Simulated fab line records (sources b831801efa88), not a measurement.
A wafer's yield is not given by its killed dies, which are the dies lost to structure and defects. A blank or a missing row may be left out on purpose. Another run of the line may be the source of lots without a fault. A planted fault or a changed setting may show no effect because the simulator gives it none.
A lot that was struck, set against a sound lot || flow sky130 || 16 steps out of a route of 708
Sound: these wafers, L219.3, L219.4, L219.6. Struck: wafer L230.3 (left out: L230.4, L230.5 of the same lot, which were not struck); the cause appears at the end.
Each step with rows lists, per side, the tool, then ch with its chambers, then its first start. Under that, the readings that differ: sound wafers || struck wafers || difference of the means || sigmas: that difference in standard deviations of wafers without a fault.
alike: readings with means less than 2 such deviations apart, plus words and numbers identical on both sides. not compared: withheld readings, readings lacking a value on some wafer, bounds such as >300 that could conceal the same value, and numbers that have no deviation in the record and whose values overlap.
The two part at a step that has a row with sigmas, a row that says differs or no value, or rows on one side only. Numbers that have no deviation but don't overlap get no sigmas and don't part them. A reading that every wafer of one side lacks parts them only if that side has two wafers or more.

SKY_CAP2M_THK_MEAS_01:
  sound: film-metro-04 at day 41 18:51; struck: film-metro-01 at day 45 02:13
{"reading": "CAP2M_CVD_00_THK (nm)", "sound": "15.17 15.71 15.94", "struck": 14.93, "difference": -0.68, "sigmas": -3}
SKY_CAP2M_SPUTTER_02: material TiN, target thk 200 nm, time 166.7 s.
  sound: pvd-sputter-01 at day 41 18:53; struck: pvd-sputter-01 at day 45 02:15
  alike: throttle-valve-pct
SKY_CAP2M_RS_MEAS_03: measurement is done with a four-point probe.
  sound: film-metro-02 at day 41 19:02; struck: film-metro-02 at day 45 02:24
  alike: CAP2M_TIN_RS
SKY_CAP2M_THK_MEAS_04: measures by xrf.
  sound: film-metro-02 at day 41 19:08; struck: film-metro-02 at day 45 02:30
  alike: CAP2M_TIN_THK
then, 7 steps without rows for these wafers: SKY_CAP2M_DEHYDRATE_05 (time 60 s); SKY_CAP2M_HMDS_06 (prime time 60 s); SKY_CAP2M_COAT_07 (resist thk 1140 nm); SKY_CAP2M_SOFTBAKE_08 (time 60 s); SKY_CAP2M_EXPOSE_09 (exposes mask CAP2M, target cd 1000 nm); SKY_CAP2M_PEB_10; SKY_CAP2M_DEVELOP_11 (develop time 60 s).
SKY_CAP2M_OVL_MEAS_12:
  sound: overlay-01 at day 42 18:33; struck: overlay-02 at day 45 22:39
  alike: CAP2M_OVL
SKY_CAP2M_METAL_ETCH_13: etches TiN in Cl2/BCl3, stops on SiO2, target depth 220 nm, time 62.9 s.
  sound on rie-metal-04 ch 0,1, day 42 18:36; struck on rie-metal-04 ch 1, day 45 22:42
{"reading": "oes-product-au (a.u.)", "sound": "0.936 0.927 0.934", "struck": 0.739, "difference": -0.193, "sigmas": -27}
{"reading": "throttle-valve-pct (%)", "sound": "21.920 21.920 21.917", "struck": 22.031, "difference": "+0.112", "sigmas": "+11"}
{"reading": "model.CAP2M.feature-depth-nm (nm)", "sound": "195.9 195.4 196.8", "struck": 125.1, "difference": -70.9, "sigmas": ""}
{"reading": "model.etch.depth-nm (nm)", "sound": "195.9 195.4 196.8", "struck": 125.1, "difference": -70.9, "sigmas": ""}
{"reading": "model.NOVOLAK_of_CAP2M_COAT_07.thk-nm (nm)", "sound": "988.8 989.7 990.6", "struck": 1059, "difference": "+69", "sigmas": ""}
  alike: drypump-motor-current-A, rf-fwd-power-W
  not compared: rf-hours-counter-h
SKY_CAP2M_STRIP_14: strips in O2/N2.
  sound on plasma-asher-02 ch 0,1, day 42 18:41; struck on plasma-asher-02 ch 0, day 45 22:47
{"reading": "oes-product-au (a.u.)", "sound": "0.712 0.703 0.715", "struck": 0.720, "difference": "+0.010", "sigmas": "+2"}
{"reading": "strip-time-to-endpoint-s (s)", "sound": "12.59 12.62 12.62", "struck": 13.32, "difference": "+0.71", "sigmas": "+19"}
  alike: drypump-motor-current-A
  not compared: rf-hours-counter-h
then, 1 step without rows for these wafers: SKY_CAP2M_STRIP_15 (strips in post etch residue remover, time 1200 s).
-- the record jumps here: 4 days lie between the struck wafers' starts before and after (it left off in module CAP2M and takes up again in module PAD_OPEN, whose first step shown is number 708 of the route) --
SKY_PAD_OPEN_PROBE_99:
  sound: prober-01 at day 47 10:40; struck: prober-01 at day 50 04:28
{"reading": "defect-limited-yield (%)", "sound": "84.6 85.6 83.7", "struck": 0, "difference": -85, "sigmas": -47}
{"reading": "killed-at-front-end", "sound": "9 9 18", "struck": 24, "difference": "+12", "sigmas": "+3"}
{"reading": "killed-at-other", "sound": "0 1 0", "struck": 420, "difference": "+420", "sigmas": "+99 or more"}
{"reading": "killed-dies", "sound": "76 71 80", "struck": 492, "difference": "+416", "sigmas": "+47"}
{"reading": "killed-on-rim", "sound": "11 9 15", "struck": 96, "difference": "+84", "sigmas": "+23"}
{"reading": "sort_bin_3_pad_short (%)", "sound": "1.8 0.4 0.6", "struck": 86.2, "difference": "+85.3", "sigmas": "+99 or more"}
{"reading": "sort_bin_6_memory (%)", "sound": "4.7 6.3 7.5", "struck": 3.7, "difference": -2.5, "sigmas": -2}
{"reading": "sort-n-pass", "sound": "416 421 412", "struck": 0, "difference": -416, "sigmas": -47}
{"reading": "sort-yield-pct (%)", "sound": "84.6 85.6 83.7", "struck": 0, "difference": -85, "sigmas": -47}
  alike: killed_at_M0_to_M3, killed_at_M4_up, killed-at-contacts, killed-open, killed-short, sort_bin_5_function

== WHERE THEY PART ==
At SKY_CAP2M_THK_MEAS_01 first; at SKY_PAD_OPEN_PROBE_99 last (within this record only).

WHY: what the simulator had put in
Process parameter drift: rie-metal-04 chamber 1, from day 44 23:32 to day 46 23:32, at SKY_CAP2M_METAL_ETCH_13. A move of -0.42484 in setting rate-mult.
